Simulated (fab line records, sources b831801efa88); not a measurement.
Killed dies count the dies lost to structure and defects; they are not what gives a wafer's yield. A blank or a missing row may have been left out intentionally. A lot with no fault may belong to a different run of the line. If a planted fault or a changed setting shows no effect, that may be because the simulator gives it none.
Split-lot experiment / flow sfqLine / on a route of 325 steps: 5 lots, 23 wafers read

## ABOUT THE SPLIT
At SFQ_TRILAYER_M3_LITHO_COAT_075 (resist thk 600 nm), the setting resistThkNm was moved away from the recipe's 600 nm on 5 of the 23 wafers read, by -3.8% to +3.5%. For the rest of the wafers, this setting stayed at what the recipe calls for.

## FROM SPLIT TO READING: 1 step shown by the file between the two
- SFQ_TRILAYER_M3_BARC_OPEN_METAL_ETCH_100: etches BARC in O2, target depth 125 nm, time 41.7 s (also split here: biasW)

## THE READING
KrF_of_TRILAYER_M3_LITHO_COAT_075.thkNm (the simulator's own value, which no gauge read), in nm, at SFQ_TRILAYER_M3_ETCH_METAL_ETCH_078 (etches Nb in Cl2/Ar, stops on SiO2, target depth 240 nm, time 120 s). There is no usual value for it anywhere in the file. Across the 18 wafers here that went through the recipe, the average is 385.4 nm and the standard deviation 2.5 nm.

wafer=L075.1; tool, chamber at the split=lithoTrack-04, 0; resistThkNm as run, nm=621.2; against the recipe=+3.5%; KrF_of_TRILAYER_M3_LITHO_COAT_075.thkNm, nm=401.2; against lot-mates on the recipe=+18.5
wafer=L075.2; tool, chamber at the split=lithoTrack-04, 0; resistThkNm as run, nm=600; against the recipe=recipe; KrF_of_TRILAYER_M3_LITHO_COAT_075.thkNm, nm=383.9; against lot-mates on the recipe=-
wafer=L075.5; tool, chamber at the split=lithoTrack-04, 0; resistThkNm as run, nm=600; against the recipe=recipe; KrF_of_TRILAYER_M3_LITHO_COAT_075.thkNm, nm=383.9; against lot-mates on the recipe=-
wafer=L075.3; tool, chamber at the split=lithoTrack-04, 0; resistThkNm as run, nm=600; against the recipe=recipe; KrF_of_TRILAYER_M3_LITHO_COAT_075.thkNm, nm=380.4; against lot-mates on the recipe=-
wafer=L075.4; tool, chamber at the split=lithoTrack-04, 0; resistThkNm as run, nm=621.2; against the recipe=+3.5%; KrF_of_TRILAYER_M3_LITHO_COAT_075.thkNm, nm=404.6; against lot-mates on the recipe=+21.9
wafer=L076.1; tool, chamber at the split=lithoTrack-04, 0; resistThkNm as run, nm=600; against the recipe=recipe; KrF_of_TRILAYER_M3_LITHO_COAT_075.thkNm, nm=385.6; against lot-mates on the recipe=-
wafer=L076.2; tool, chamber at the split=lithoTrack-04, 0; resistThkNm as run, nm=600; against the recipe=recipe; KrF_of_TRILAYER_M3_LITHO_COAT_075.thkNm, nm=387.4; against lot-mates on the recipe=-
wafer=L076.3; tool, chamber at the split=lithoTrack-04, 0; resistThkNm as run, nm=600; against the recipe=recipe; KrF_of_TRILAYER_M3_LITHO_COAT_075.thkNm, nm=386.3; against lot-mates on the recipe=-
wafer=L076.4; tool, chamber at the split=lithoTrack-04, 0; resistThkNm as run, nm=600; against the recipe=recipe; KrF_of_TRILAYER_M3_LITHO_COAT_075.thkNm, nm=385.5; against lot-mates on the recipe=-
wafer=L076.5; tool, chamber at the split=lithoTrack-04, 0; resistThkNm as run, nm=600; against the recipe=recipe; KrF_of_TRILAYER_M3_LITHO_COAT_075.thkNm, nm=383.9; against lot-mates on the recipe=-
wafer=L079.1; tool, chamber at the split=lithoTrack-04, 0; resistThkNm as run, nm=600; against the recipe=recipe; KrF_of_TRILAYER_M3_LITHO_COAT_075.thkNm, nm=389; against lot-mates on the recipe=-
wafer=L079.3; tool, chamber at the split=lithoTrack-04, 0; resistThkNm as run, nm=600; against the recipe=recipe; KrF_of_TRILAYER_M3_LITHO_COAT_075.thkNm, nm=389.5; against lot-mates on the recipe=-
wafer=L079.4; tool, chamber at the split=lithoTrack-04, 0; resistThkNm as run, nm=600; against the recipe=recipe; KrF_of_TRILAYER_M3_LITHO_COAT_075.thkNm, nm=385.6; against lot-mates on the recipe=-
wafer=L079.5; tool, chamber at the split=lithoTrack-04, 0; resistThkNm as run, nm=600; against the recipe=recipe; KrF_of_TRILAYER_M3_LITHO_COAT_075.thkNm, nm=389.2; against lot-mates on the recipe=-
wafer=L079.6; tool, chamber at the split=lithoTrack-04, 0; resistThkNm as run, nm=600; against the recipe=recipe; KrF_of_TRILAYER_M3_LITHO_COAT_075.thkNm, nm=386.6; against lot-mates on the recipe=-
wafer=L082.1; tool, chamber at the split=lithoTrack-03, 0; resistThkNm as run, nm=600; against the recipe=recipe; KrF_of_TRILAYER_M3_LITHO_COAT_075.thkNm, nm=383.2; against lot-mates on the recipe=-
wafer=L082.2; tool, chamber at the split=lithoTrack-03, 0; resistThkNm as run, nm=600; against the recipe=recipe; KrF_of_TRILAYER_M3_LITHO_COAT_075.thkNm, nm=383.5; against lot-mates on the recipe=-
wafer=L082.4; tool, chamber at the split=lithoTrack-03, 0; resistThkNm as run, nm=600; against the recipe=recipe; KrF_of_TRILAYER_M3_LITHO_COAT_075.thkNm, nm=387.6; against lot-mates on the recipe=-
wafer=L085.1; tool, chamber at the split=lithoTrack-02, 0; resistThkNm as run, nm=577.2; against the recipe=-3.8%; KrF_of_TRILAYER_M3_LITHO_COAT_075.thkNm, nm=359.8; against lot-mates on the recipe=-22.9
wafer=L085.2; tool, chamber at the split=lithoTrack-02, 0; resistThkNm as run, nm=600; against the recipe=recipe; KrF_of_TRILAYER_M3_LITHO_COAT_075.thkNm, nm=381; against lot-mates on the recipe=-
wafer=L085.3; tool, chamber at the split=lithoTrack-02, 0; resistThkNm as run, nm=577.2; against the recipe=-3.8%; KrF_of_TRILAYER_M3_LITHO_COAT_075.thkNm, nm=362.5; against lot-mates on the recipe=-20.2
wafer=L085.4; tool, chamber at the split=lithoTrack-02, 0; resistThkNm as run, nm=577.2; against the recipe=-3.8%; KrF_of_TRILAYER_M3_LITHO_COAT_075.thkNm, nm=357.7; against lot-mates on the recipe=-25.1
wafer=L085.6; tool, chamber at the split=lithoTrack-02, 0; resistThkNm as run, nm=600; against the recipe=recipe; KrF_of_TRILAYER_M3_LITHO_COAT_075.thkNm, nm=384.5; against lot-mates on the recipe=-

THE FIT
A straight line over all 23 wafers: KrF_of_TRILAYER_M3_LITHO_COAT_075.thkNm changes by +6.01 nm for each +1% of resistThkNm; r = +0.97; the points scatter about the line by 2.8 nm.
The same after taking each lot's own level away (the mean of its wafers on the recipe; 23 wafers): +5.88 nm for each +1%; r = +0.99; scatter 1.7 nm.
On that fit, the largest move of resistThkNm shifts the reading by 22 nm.
The span of the lots' own levels, 382.73 to 387.98 nm, comes to 2.1 times the standard deviation stated above.
The two slopes are in agreement: the lot-to-lot level therefore moves the slope only a little.
Check: -22.3 nm against its lot-mates is what the line predicts for one of the wafers moved furthest among these (-3.8%) when that wafer is left out of the fit. It came out at -22.9 nm against them.

## OTHER SPLITS APPLIED TO THESE WAFERS
Note: prior to the reading, these wafers also went through further splits. Each is held against what the fit with the lots' levels taken away leaves over:
other split on the same wafers=SFQ_TRILAYER_I1_VIA_BARC_OPEN_VIA_ETCH_071 timeS; wafers away from the commonest value=5; r with KrF_of_TRILAYER_M3_LITHO_COAT_075.thkNm (lot level and that fit taken away)=-0.14
other split on the same wafers=SFQ_TRILAYER_M2_LITHO_COAT_057 resistThkNm; wafers away from the commonest value=11; r with KrF_of_TRILAYER_M3_LITHO_COAT_075.thkNm (lot level and that fit taken away)=+0.17
other split on the same wafers=SFQ_TRILAYER_M2_BARC_OPEN_METAL_ETCH_077 biasW; wafers away from the commonest value=8; r with KrF_of_TRILAYER_M3_LITHO_COAT_075.thkNm (lot level and that fit taken away)=-0.09
other split on the same wafers=SFQ_TRILAYER_I2_VIA_LITHO_COAT_072 spinRpm; wafers away from the commonest value=4; r with KrF_of_TRILAYER_M3_LITHO_COAT_075.thkNm (lot level and that fit taken away)=-0.08
other split on the same wafers=SFQ_TRILAYER_I2_VIA_LITHO_COAT_067 spinRpm; wafers away from the commonest value=5; r with KrF_of_TRILAYER_M3_LITHO_COAT_075.thkNm (lot level and that fit taken away)=-0.02
other split on the same wafers=SFQ_TRILAYER_I2_VIA_BARC_OPEN_VIA_ETCH_096 timeS; wafers away from the commonest value=7; r with KrF_of_TRILAYER_M3_LITHO_COAT_075.thkNm (lot level and that fit taken away)=-0.05
other split on the same wafers=SFQ_TRILAYER_M3_BARC_OPEN_METAL_ETCH_100 biasW; wafers away from the commonest value=5; r with KrF_of_TRILAYER_M3_LITHO_COAT_075.thkNm (lot level and that fit taken away)=+0.04

## THE WHOLE CHAIN: every reading that the file lists as answering this split, in the file's order
step=SFQ_TRILAYER_M3_LITHO_COAT_075; what it does=resist thk 600 nm; reading=KrF_of_TRILAYER_M3_LITHO_COAT_075.thkNm (the simulator's own value, which no gauge read); change (the file's fit)=+6.1 nm for each +1% of the setting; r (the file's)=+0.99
step=SFQ_TRILAYER_M3_ETCH_METAL_ETCH_078; what it does=etches Nb in Cl2/Ar, stops on SiO2, target depth 240 nm, time 120 s; reading=KrF_of_TRILAYER_M3_LITHO_COAT_075.thkNm (the simulator's own value, which no gauge read); change (the file's fit)=+5.86 nm for each +1% of the setting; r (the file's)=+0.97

## FILE'S OWN FIT
KrF_of_TRILAYER_M3_LITHO_COAT_075.thkNm changes by +5.86 nm for each +1% of resistThkNm, r = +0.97.
